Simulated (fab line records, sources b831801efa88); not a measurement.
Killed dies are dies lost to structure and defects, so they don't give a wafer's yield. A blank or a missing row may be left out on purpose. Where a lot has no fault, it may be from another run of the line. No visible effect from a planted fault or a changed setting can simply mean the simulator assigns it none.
fab line records	flow sky130
record: lots: 5	wafers: 23
route steps=708 shown SD_P@329 SD_N@348 LI_CONTACT@369 LOCAL_INTERCONNECT@393
startH: hours from the record's opening day to when the first of the lot's shown wafers began	waitH: time in hours since the lot's previous step	" the same as in the row above	L1.1+2: a single row standing in for several wafers	- no value, or no start given	* or withheld: withheld	< > ~ a bound
route shown NAME@n: NAME is a module with steps in the file, n the number in the route of the first one	usual: the fault-free wafers' mean and standard deviation	same: alike in all rows	chamber/n: place in a boat	sites: readings site by site	_std_site: standard deviation across them	_edge_site: outer sites' mean less inner sites'	radiusMm: how far each site lies from the wafer's centre	mask NAME#n: copy n	behind: the tool/chamber that last shaped the wafer	hold: why the lot was held/for how many hours/how that ended	device: names the non-switching transistor (n, p or np)	end of line: the same wafers' tests at the end of the route	where a step has no rows: the recipe by itself	killed: dies lost to structure and defects at the first sort, not the wafer's yield	map: the dies of a wafer, with x for killed, . for not killed, _ for no die there
set.NAME: the setting as run; set.NAME@STEP: as run at that earlier step	model.NAME: the simulator's own value behind a step, which no gauge read
lots with deliberately changed settings; one table per step, one row per wafer
== steps ==
step: SKY_SD_P_IMPLANT_09
recipe: species: BF2	energyKev: 20	doseCm2: 3e+15	tiltDeg: 0
lot.wafer	tool	chamber	startH	waitH	set.doseCm2
L074.1+2+5	implanter-03	0	582.34	0.0	2.787e+15
L074.3+6	"	0	"	"	3e+15
L075.1+3+4+5+6	implanter-03	0	592.83	0.0	3e+15
L076.1+2+5	implanter-03	0	609.93	0.0	3e+15
L083.1+2+3+4+5	implanter-03	0	668.28	0.0	3e+15
L085.1+3+4	implanter-01	0	683.69	0.0	3.203e+15
L085.2+6	"	0	"	"	3e+15
step: SKY_SD_P_STRIP_10
recipe: chemistry: O2/N2	powerW: 1400	pressureMtorr: 1500	platenTempC: withheld	o2FlowSccm: 3000	n2FlowSccm: 300	overashFraction: 0.5
usual: stripTimeToEndpointS: 17.47/0.036
lot.wafer	tool	chamber	startH	waitH	set.doseCm2@SD_P_IMPLANT_09	stripTimeToEndpointS
L074.1	plasmaAsher-04	0	582.49	0.1	2.787e+15	17.30
L074.2	"	1	"	"	2.787e+15	17.29
L074.3	"	0	"	"	3e+15	17.47
L074.5	"	1	"	"	2.787e+15	17.28
L074.6	"	0	"	"	3e+15	17.42
L075.1	plasmaAsher-02	0	592.98	0.1	3e+15	17.48
L075.3	"	0	"	"	3e+15	17.52
L075.4	"	1	"	"	3e+15	17.45
L075.5	"	0	"	"	3e+15	17.50
L075.6	"	1	"	"	3e+15	17.44
L076.1	plasmaAsher-04	0	610.08	0.1	3e+15	17.47
L076.2	"	1	"	"	3e+15	17.50
L076.5	"	0	"	"	3e+15	17.42
L083.1	plasmaAsher-04	0	668.43	0.1	3e+15	17.48
L083.2	"	1	"	"	3e+15	17.43
L083.3	"	0	"	"	3e+15	17.51
L083.4	"	1	"	"	3e+15	17.47
L083.5	"	1	"	"	3e+15	17.45
L085.1	plasmaAsher-02	1	683.84	0.1	3.203e+15	17.64
L085.2	"	0	"	"	3e+15	17.53
L085.3	"	0	"	"	3.203e+15	17.68
L085.4	"	1	"	"	3.203e+15	17.65
L085.6	"	1	"	"	3e+15	17.48
step: SKY_SD_N_DEVELOP_06
recipe: resist: NOVOLAK	developer: TMAH	developTimeS: 60	devTempC: 23
lot.wafer	tool	chamber	startH	waitH	set.developTimeS
L074.1+3+6	lithoTrack-02	0	640.21	0.1	60
L074.2+5	"	0	"	"	56.16
L075.1+6	lithoTrack-02	0	650.46	0.1	68.48
L075.3+4+5	"	0	"	"	60
L076.1+2+5	lithoTrack-04	0	667.24	0.1	60
L083.1+2+3+4+5	lithoTrack-03	0	722.78	0.1	60
L085.1+2+4	lithoTrack-02	0	739.41	0.1	66.97
L085.3+6	"	0	"	"	60
step: SKY_SD_N_CD_MEAS_07
recipe: targetCdNm: 380
usual: cdNm: 379.0/2.3
lot.wafer	tool	chamber	startH	waitH	set.developTimeS@SD_N_DEVELOP_06	cdNm
L074.1	cdSem-02	-	640.36	0.1	60	378.7
L074.2	"	-	"	"	56.16	373.0
L074.3	"	-	"	"	60	378.1
L074.5	"	-	"	"	56.16	371.5
L074.6	"	-	"	"	60	379.6
L075.1	cdSem-01	-	650.61	0.1	68.48	387.4
L075.3	"	-	"	"	60	377.5
L075.4	"	-	"	"	60	374.5
L075.5	"	-	"	"	60	375.3
L075.6	"	-	"	"	68.48	387.6
L076.1	cdSem-01	-	667.39	0.1	60	381.9
L076.2	"	-	"	"	60	382.5
L076.5	"	-	"	"	60	379.8
L083.1	cdSem-01	-	722.93	0.1	60	380.6
L083.2	"	-	"	"	60	381.0
L083.3	"	-	"	"	60	379.9
L083.4	"	-	"	"	60	380.3
L083.5	"	-	"	"	60	378.1
L085.1	cdSem-01	-	739.56	0.1	66.97	392.4
L085.2	"	-	"	"	66.97	390.3
L085.3	"	-	"	"	60	381.0
L085.4	"	-	"	"	66.97	393.9
L085.6	"	-	"	"	60	382.2
step: SKY_SD_N_IMPLANT_09
recipe: species: As	energyKev: 50	doseCm2: 4e+15	tiltDeg: 0
lot.wafer	tool	chamber	startH	waitH	set.energyKev	model.implant.rpNm	model.implant.drpNm
L074.1+2	implanter-03	0	640.51	0.0	50	32.79	14.11
L074.3+5+6	"	0	"	"	51.93	33.82	14.52
L075.1+5+6	implanter-01	0	650.76	0.0	48.12	30.63	13.71
L075.3+4	"	0	"	"	50	31.6	14.11
L076.1+2+5	implanter-03	0	667.55	0.0	50	31.58	14.11
L083.1+2+3+4+5	implanter-01	0	723.08	0.0	50	32.16	14.11
L085.1+2	implanter-03	0	739.71	0.0	50	32.57	14.11
L085.3+4+6	"	0	"	"	47.07	31.01	13.49
step: SKY_SD_N_IMPLANT_10
recipe: species: P	energyKev: 20	doseCm2: 1e+14	tiltDeg: 0
step: SKY_SD_N_STRIP_11
recipe: chemistry: O2/N2	powerW: 1400	pressureMtorr: 1500	platenTempC: withheld	o2FlowSccm: 3000	n2FlowSccm: 300	overashFraction: 0.5
usual: stripTimeToEndpointS: 22.549/0.028
lot.wafer	tool	chamber	startH	waitH	set.energyKev@SD_N_IMPLANT_09	stripTimeToEndpointS
L074.1	plasmaAsher-03	1	640.81	0.1	50	22.561
L074.2	"	0	"	"	50	22.553
L074.3	"	0	"	"	51.93	22.860
L074.5	"	0	"	"	51.93	22.875
L074.6	"	1	"	"	51.93	22.863
L075.1	plasmaAsher-03	0	651.06	0.1	48.12	22.240
L075.3	"	0	"	"	50	22.562
L075.4	"	1	"	"	50	22.485
L075.5	"	0	"	"	48.12	22.266
L075.6	"	1	"	"	48.12	22.261
L076.1	plasmaAsher-02	0	667.85	0.1	50	22.558
L076.2	"	1	"	"	50	22.534
L076.5	"	1	"	"	50	22.559
L083.1	plasmaAsher-03	1	723.38	0.1	50	22.528
L083.2	"	0	"	"	50	22.485
L083.3	"	0	"	"	50	22.563
L083.4	"	1	"	"	50	22.519
L083.5	"	0	"	"	50	22.516
L085.1	plasmaAsher-04	1	740.01	0.1	50	22.550
L085.2	"	0	"	"	50	22.590
L085.3	"	1	"	"	47.07	22.110
L085.4	"	0	"	"	47.07	22.088
L085.6	"	1	"	"	47.07	22.107
step: SKY_SD_N_CLEAN_13
recipe: chemistry: SC1/SC2	mix: 1:4:20	tempC: 70	timeS: 150	dry: n2Spin
step: SKY_SD_N_RTA_14
recipe: tempC: 1075	timeS: 2	idleTempC: 650	rampUpCPerS: 150	rampDownCPerS: 90	ambient: N2
step: SKY_SD_N_RS_MEAS_16
recipe: thkMeasGauge: four-point-probe
usual: SD_N_RS: 68.55/0.11
lot.wafer	tool	chamber	startH	waitH	set.energyKev@SD_N_IMPLANT_09	SD_N_RS[ohm/sq]
L074.1	filmMetro-04	-	641.20	0.1	50	68.59
L074.2	"	-	"	"	50	68.50
L074.3	"	-	"	"	51.93	67.00
L074.5	"	-	"	"	51.93	67.10
L074.6	"	-	"	"	51.93	67.27
L075.1	filmMetro-04	-	651.53	0.1	48.12	69.90
L075.3	"	-	"	"	50	68.60
L075.4	"	-	"	"	50	68.53
L075.5	"	-	"	"	48.12	69.92
L075.6	"	-	"	"	48.12	70.08
L076.1	filmMetro-03	-	668.23	0.1	50	68.31
L076.2	"	-	"	"	50	68.62
L076.5	"	-	"	"	50	68.55
L083.1	filmMetro-04	-	723.78	0.1	50	68.74
L083.2	"	-	"	"	50	68.73
L083.3	"	-	"	"	50	68.74
L083.4	"	-	"	"	50	68.68
L083.5	"	-	"	"	50	68.76
L085.1	filmMetro-03	-	740.46	0.1	50	68.49
L085.2	"	-	"	"	50	68.47
L085.3	"	-	"	"	47.07	70.64
L085.4	"	-	"	"	47.07	70.49
L085.6	"	-	"	"	47.07	70.66
step: SKY_SD_N_RS_MEAS_17
recipe: thkMeasGauge: four-point-probe
usual: SD_P_RS: 147.1/0.31
lot.wafer	tool	chamber	startH	waitH	set.doseCm2@SD_P_IMPLANT_09	SD_P_RS[ohm/sq]
L074.1	filmMetro-04	-	641.32	0.1	2.787e+15	148.0
L074.2	"	-	"	"	2.787e+15	148.1
L074.3	"	-	"	"	3e+15	146.8
L074.5	"	-	"	"	2.787e+15	147.7
L074.6	"	-	"	"	3e+15	147.1
L075.1	filmMetro-04	-	651.65	0.1	3e+15	147.3
L075.3	"	-	"	"	3e+15	147.4
L075.4	"	-	"	"	3e+15	147.1
L075.5	"	-	"	"	3e+15	147.2
L075.6	"	-	"	"	3e+15	147.3
L076.1	filmMetro-03	-	668.35	0.1	3e+15	146.9
L076.2	"	-	"	"	3e+15	147.6
L076.5	"	-	"	"	3e+15	147.3
L083.1	filmMetro-04	-	723.90	0.1	3e+15	147.5
L083.2	"	-	"	"	3e+15	147.3
L083.3	"	-	"	"	3e+15	146.9
L083.4	"	-	"	"	3e+15	147.7
L083.5	"	-	"	"	3e+15	147.0
L085.1	filmMetro-03	-	740.58	0.1	3.203e+15	145.8
L085.2	"	-	"	"	3e+15	147.2
L085.3	"	-	"	"	3.203e+15	145.8
L085.4	"	-	"	"	3.203e+15	146.1
L085.6	"	-	"	"	3e+15	147.0
step: SKY_LI_CONTACT_COAT_07
recipe: resist: KrF-thick	spinRpm: 3000	resistThkNm: 450
lot.wafer	tool	chamber	startH	waitH	set.spinRpm	model.KrF-thick_of_LI_CONTACT_COAT_07.thkNm
L074.1	lithoTrack-02	0	-	-	3000	451
L074.2	"	0	"	"	3000	450
L074.3	"	0	"	"	3000	450.2
L074.5	"	0	"	"	3083	443.6
L074.6	"	0	"	"	3083	443.7
L075.1	lithoTrack-01	0	-	-	3000	450.1
L075.3	"	0	"	"	3113	441
L075.4	"	0	"	"	3113	440.8
L075.5	"	0	"	"	3000	449.4
L075.6	"	0	"	"	3113	439.9
L076.1	lithoTrack-04	0	-	-	3000	452.3
L076.2	"	0	"	"	3000	453
L076.5	"	0	"	"	3000	452.1
L083.1	lithoTrack-04	0	-	-	2905	458.5
L083.2+3	"	0	"	"	2905	457
L083.4	"	0	"	"	3000	450.3
L083.5	"	0	"	"	3000	449.7
L085.1	lithoTrack-04	0	-	-	3129	440.4
L085.2	"	0	"	"	3000	449.5
L085.3	"	0	"	"	3000	450
L085.4	"	0	"	"	3129	439.7
L085.6	"	0	"	"	3129	440.6
step: SKY_LI_CONTACT_SOFTBAKE_08
recipe: tempC: 100.7	timeS: 90	resist: KrF-thick
lot.wafer	tool	chamber	startH	waitH	set.spinRpm@LI_CONTACT_COAT_07	model.KrF-thick_of_LI_CONTACT_COAT_07.thkNm
L074.1	lithoTrack-02	0	-	-	3000	450.6
L074.2	"	0	"	"	3000	449.6
L074.3	"	0	"	"	3000	449.8
L074.5	"	0	"	"	3083	443.2
L074.6	"	0	"	"	3083	443.3
L075.1	lithoTrack-01	0	-	-	3000	449.7
L075.3	"	0	"	"	3113	440.6
L075.4	"	0	"	"	3113	440.4
L075.5	"	0	"	"	3000	448.9
L075.6	"	0	"	"	3113	439.5
L076.1	lithoTrack-04	0	-	-	3000	451.9
L076.2	"	0	"	"	3000	452.5
L076.5	"	0	"	"	3000	451.6
L083.1	lithoTrack-04	0	-	-	2905	458.1
L083.2	"	0	"	"	2905	456.6
L083.3	"	0	"	"	2905	456.5
L083.4	"	0	"	"	3000	449.8
L083.5	"	0	"	"	3000	449.2
L085.1	lithoTrack-04	0	-	-	3129	439.9
L085.2	"	0	"	"	3000	449.1
L085.3	"	0	"	"	3000	449.5
L085.4	"	0	"	"	3129	439.3
L085.6	"	0	"	"	3129	440.2
step: SKY_LI_CONTACT_EXPOSE_09
recipe: maskId: LICM1	na: 0.8	sourceShape: annular	sigmaInner: 0.55	sigmaOuter: 0.85	targetCdNm: 170	doseMj: 38
step: SKY_LI_CONTACT_PEB_10
recipe: pebTempC: withheld	pebTimeS: withheld	resist: KrF-thick
step: SKY_LI_CONTACT_ETCH_14
recipe: chemistry: N2/H2	target: BARC	ionEnergyEv: 200	sourceW: 500	biasW: 100	pressureMtorr: 30	n2FlowSccm: 100	h2FlowSccm: 200	stopOn: SiO2	timeS: 45.9	targetDepthA: 600
step: SKY_LI_CONTACT_ETCH_15
recipe: target: PSG	chemistry: C4F8/O2/Ar	stopOn: Si	taperDeg: 4.15	maskMaterial: KrF-thick	sourceW: 1500	biasW: 1200	pressureMtorr: 40	c4f8FlowSccm: withheld	O2_flow_sccm: 6	Ar_flow_sccm: 300	timeS: withheld	targetDepthA: 6000
step: SKY_LI_CONTACT_STRIP_16
recipe: chemistry: O2/N2	powerW: 1400	pressureMtorr: 1500	platenTempC: withheld	o2FlowSccm: 3000	n2FlowSccm: 300	overashFraction: 0.5
usual: stripTimeToEndpointS: 3.50/0.031
lot.wafer	tool	chamber	startH	waitH	set.spinRpm@LI_CONTACT_COAT_07	stripTimeToEndpointS
L074.1	plasmaAsher-01	1	670.97	-	3000	3.55
L074.2	"	0	"	"	3000	3.54
L074.3	"	1	"	"	3000	3.49
L074.5	"	1	"	"	3083	3.43
L074.6	"	0	"	"	3083	3.43
L075.1	plasmaAsher-01	1	680.72	-	3000	3.54
L075.3	"	0	"	"	3113	3.44
L075.4	"	1	"	"	3113	3.38
L075.5	"	0	"	"	3000	3.46
L075.6	"	1	"	"	3113	3.41
L076.1	plasmaAsher-01	1	697.74	-	3000	3.54
L076.2	"	0	"	"	3000	3.53
L076.5	"	1	"	"	3000	3.51
L083.1	plasmaAsher-03	0	752.27	-	2905	3.57
L083.2	"	1	"	"	2905	3.54
L083.3	"	0	"	"	2905	3.56
L083.4	"	1	"	"	3000	3.47
L083.5	"	1	"	"	3000	3.46
L085.1	plasmaAsher-01	0	769.17	-	3129	3.39
L085.2	"	1	"	"	3000	3.45
L085.3	"	1	"	"	3000	3.52
L085.4	"	0	"	"	3129	3.43
L085.6	"	1	"	"	3129	3.37
step: SKY_LI_CONTACT_SPUTTER_19
recipe: material: Ti	targetThkNm: 20	chamberPressurePa: 5	powerW: 2500	substrateTempC: 200	timeS: 106.37
lot.wafer	tool	chamber	startH	waitH	set.chamberPressurePa	model.Ti_of_LI_CONTACT_SPUTTER_19.thkNm
L074.1	pvdSputter-01	-	671.28	0.0	5	19.61
L074.2	"	-	"	"	5	19.82
L074.3	"	-	"	"	5	20.03
L074.5	"	-	"	"	5	20.07
L074.6	"	-	"	"	5	19.74
L075.1	pvdSputter-01	-	681.03	0.0	4.73	20.6
L075.3	"	-	"	"	4.73	20.57
L075.4	"	-	"	"	4.73	20.83
L075.5	"	-	"	"	4.73	20.91
L075.6	"	-	"	"	4.73	20.86
L076.1	pvdSputter-03	-	698.05	0.0	5	19.69
L076.2	"	-	"	"	5	19.94
L076.5	"	-	"	"	5	19.72
L083.1	pvdSputter-01	-	752.61	0.0	5.535	18.06
L083.2	"	-	"	"	5.535	18.52
L083.3	"	-	"	"	5.535	18.22
L083.4	"	-	"	"	5.535	18.34
L083.5	"	-	"	"	5.535	18.14
L085.1	pvdSputter-03	-	769.60	0.0	4.787	20.81
L085.2	"	-	"	"	4.787	20.99
L085.3	"	-	"	"	4.787	20.45
L085.4	"	-	"	"	4.787	20.57
L085.6	"	-	"	"	4.787	20.6
step: SKY_LI_CONTACT_CVD_21
recipe: material: W	targetThkNm: 400	timeS: 120.56	tempC: 400	pressureTorr: 40
lot.wafer	tool	chamber	startH	waitH	set.tempC	model.W_of_LI_CONTACT_CVD_21.thkNm
L074.1	cvdW-02	1	671.42	0.0	405.1	433.8
L074.2	"	0	"	"	400	394
L074.3	"	1	"	"	400	403.8
L074.5	"	1	"	"	405.1	441.4
L074.6	"	0	"	"	405.1	435.5
L075.1	cvdW-02	1	681.17	0.0	408.7	464.7
L075.3	"	0	"	"	400	394.3
L075.4	"	1	"	"	408.7	465.4
L075.5	"	0	"	"	408.7	462.8
L075.6	"	1	"	"	400	395.3
L076.1	cvdW-02	1	698.19	0.0	400	394.7
L076.2	"	0	"	"	400	390.6
L076.5	"	1	"	"	400	393.9
L083.1	cvdW-01	1	752.74	0.0	400	389.7
L083.2	"	0	"	"	404.4	428.8
L083.3	"	0	"	"	400	398.4
L083.4	"	1	"	"	404.4	428.5
L083.5	"	1	"	"	400	398.3
L085.1	cvdW-01	1	769.74	0.0	400	400.8
L085.2	"	0	"	"	400	401.2
L085.3	"	1	"	"	400	404.2
L085.4	"	0	"	"	400	408
L085.6	"	1	"	"	400	406.6
step: SKY_LI_CONTACT_RS_MEAS_22
recipe: thkMeasGauge: four-point-probe	reads: W_of_LI_CONTACT_CVD_21+TiN_of_LI_CONTACT_SPUTTER_20+Ti_of_LI_CONTACT_SPUTTER_19
usual: LI_CONTACT_W_RS: 0.287/0.0033
lot.wafer	tool	chamber	startH	waitH	set.tempC@LI_CONTACT_CVD_21	LI_CONTACT_W_RS[ohm/sq]
L074.1	filmMetro-02	-	671.55	0.1	405.1	0.263
L074.2	"	-	"	"	400	0.290
L074.3	"	-	"	"	400	0.283
L074.5	"	-	"	"	405.1	0.258
L074.6	"	-	"	"	405.1	0.261
L075.1	filmMetro-04	-	681.29	0.1	408.7	0.245
L075.3	"	-	"	"	400	0.289
L075.4	"	-	"	"	408.7	0.244
L075.5	"	-	"	"	408.7	0.246
L075.6	"	-	"	"	400	0.288
L076.1	filmMetro-04	-	698.31	0.1	400	0.288
L076.2	"	-	"	"	400	0.291
L076.5	"	-	"	"	400	0.289
L083.1	filmMetro-04	-	752.87	0.1	400	0.293
L083.2	"	-	"	"	404.4	0.265
L083.3	"	-	"	"	400	0.286
L083.4	"	-	"	"	404.4	0.266
L083.5	"	-	"	"	400	0.286
L085.1	filmMetro-03	-	769.86	0.1	400	0.284
L085.2	"	-	"	"	400	0.283
L085.3	"	-	"	"	400	0.281
L085.4	"	-	"	"	400	0.279
L085.6	"	-	"	"	400	0.280
step: SKY_LI_CONTACT_THK_MEAS_23
recipe: thkMeasGauge: xrf	reads: W_of_LI_CONTACT_CVD_21
usual: LI_CONTACT_W_THK: 393/6
lot.wafer	tool	chamber	startH	waitH	set.tempC@LI_CONTACT_CVD_21	LI_CONTACT_W_THK[nm]
L074.1	filmMetro-02	-	671.67	0.1	405.1	431
L074.2	"	-	"	"	400	393
L074.3	"	-	"	"	400	400
L074.5	"	-	"	"	405.1	440
L074.6	"	-	"	"	405.1	432
L075.1	filmMetro-04	-	681.41	0.1	408.7	461
L075.3	"	-	"	"	400	388
L075.4	"	-	"	"	408.7	457
L075.5	"	-	"	"	408.7	455
L075.6	"	-	"	"	400	391
L076.1	filmMetro-04	-	698.43	0.1	400	384
L076.2	"	-	"	"	400	380
L076.5	"	-	"	"	400	385
L083.1	filmMetro-04	-	752.99	0.1	400	384
L083.2	"	-	"	"	404.4	425
L083.3	"	-	"	"	400	394
L083.4	"	-	"	"	404.4	423
L083.5	"	-	"	"	400	395
L085.1	filmMetro-03	-	769.98	0.1	400	404
L085.2	"	-	"	"	400	398
L085.3	"	-	"	"	400	401
L085.4	"	-	"	"	400	406
L085.6	"	-	"	"	400	405
step: SKY_LOCAL_INTERCONNECT_COAT_06
recipe: resist: KrF-thick	spinRpm: 3000	resistThkNm: 450
lot.wafer	tool	chamber	startH	waitH	set.spinRpm	model.KrF-thick_of_LOCAL_INTERCONNECT_COAT_06.thkNm
L074.1+6	lithoTrack-02	0	-	-	3069	445.3
L074.2	"	0	"	"	3069	445.6
L074.3	"	0	"	"	3000	450.5
L074.5	"	0	"	"	3000	450
L075.1	lithoTrack-03	0	-	-	3000	449.9
L075.3	"	0	"	"	3000	450.8
L075.4	"	0	"	"	3000	450.6
L075.5	"	0	"	"	3000	452.4
L075.6	"	0	"	"	3000	451.1
L076.1+2+5	lithoTrack-01	0	-	-	3000	449
L083.1	lithoTrack-01	0	-	-	2915	454.2
L083.2	"	0	"	"	3000	448.5
L083.3	"	0	"	"	2915	454.9
L083.4	"	0	"	"	2915	455.2
L083.5	"	0	"	"	3000	448.2
L085.1	lithoTrack-03	0	-	-	2848	463.8
L085.2	"	0	"	"	3000	451.1
L085.3	"	0	"	"	2848	463.7
L085.4	"	0	"	"	2848	463.1
L085.6	"	0	"	"	3000	451.9
== key ==
split: step: SKY_SD_P_IMPLANT_09	setting: doseCm2	stated: 3e+15	by: wafer
response: step: SKY_SD_P_STRIP_10	reading: stripTimeToEndpointS	change: *	per: 1%	r: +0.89
response: step: SKY_SD_N_RS_MEAS_17	reading: SD_P_RS	change: -0.162	per: 1%	r: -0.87
split: step: SKY_SD_N_DEVELOP_06	setting: developTimeS	stated: 60	by: wafer
response: step: SKY_SD_N_CD_MEAS_07	reading: cdNm	change: +0.879	per: 1%	r: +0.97
split: step: SKY_SD_N_IMPLANT_09	setting: energyKev	stated: 50	by: wafer
response: step: SKY_SD_N_IMPLANT_09	reading: model.implant.rpNm	change: +0.264	per: 1%	r: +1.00
response: step: SKY_SD_N_IMPLANT_09	reading: model.implant.drpNm	change: +0.106	per: 1%	r: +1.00
response: step: SKY_SD_N_STRIP_11	reading: stripTimeToEndpointS	change: *	per: 1%	r: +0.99
response: step: SKY_SD_N_RS_MEAS_16	reading: SD_N_RS	change: -0.365	per: 1%	r: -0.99
split: step: SKY_LI_CONTACT_COAT_07	setting: spinRpm	stated: 3000	by: wafer
response: step: SKY_LI_CONTACT_COAT_07	reading: model.KrF-thick_of_LI_CONTACT_COAT_07.thkNm	change: -2.35	per: 1%	r: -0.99
response: step: SKY_LI_CONTACT_SOFTBAKE_08	reading: model.KrF-thick_of_LI_CONTACT_COAT_07.thkNm	change: -2.34	per: 1%	r: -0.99
response: step: SKY_LI_CONTACT_STRIP_16	reading: stripTimeToEndpointS	change: *	per: 1%	r: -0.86
split: step: SKY_LI_CONTACT_SPUTTER_19	setting: chamberPressurePa	stated: 5	by: lot
response: step: SKY_LI_CONTACT_SPUTTER_19	reading: model.Ti_of_LI_CONTACT_SPUTTER_19.thkNm	change: -0.158	per: 1%	r: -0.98
split: step: SKY_LI_CONTACT_CVD_21	setting: tempC	stated: 400	by: wafer
response: step: SKY_LI_CONTACT_CVD_21	reading: model.W_of_LI_CONTACT_CVD_21.thkNm	change: +31.2	per: 1%	r: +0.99
response: step: SKY_LI_CONTACT_RS_MEAS_22	reading: LI_CONTACT_W_RS	change: -0.0201	per: 1%	r: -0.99
response: step: SKY_LI_CONTACT_THK_MEAS_23	reading: LI_CONTACT_W_THK	change: +30.9	per: 1%	r: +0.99
split: step: SKY_LOCAL_INTERCONNECT_COAT_06	setting: spinRpm	stated: 3000	by: wafer
response: step: SKY_LOCAL_INTERCONNECT_COAT_06	reading: model.KrF-thick_of_LOCAL_INTERCONNECT_COAT_06.thkNm	change: -2.32	per: 1%	r: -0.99
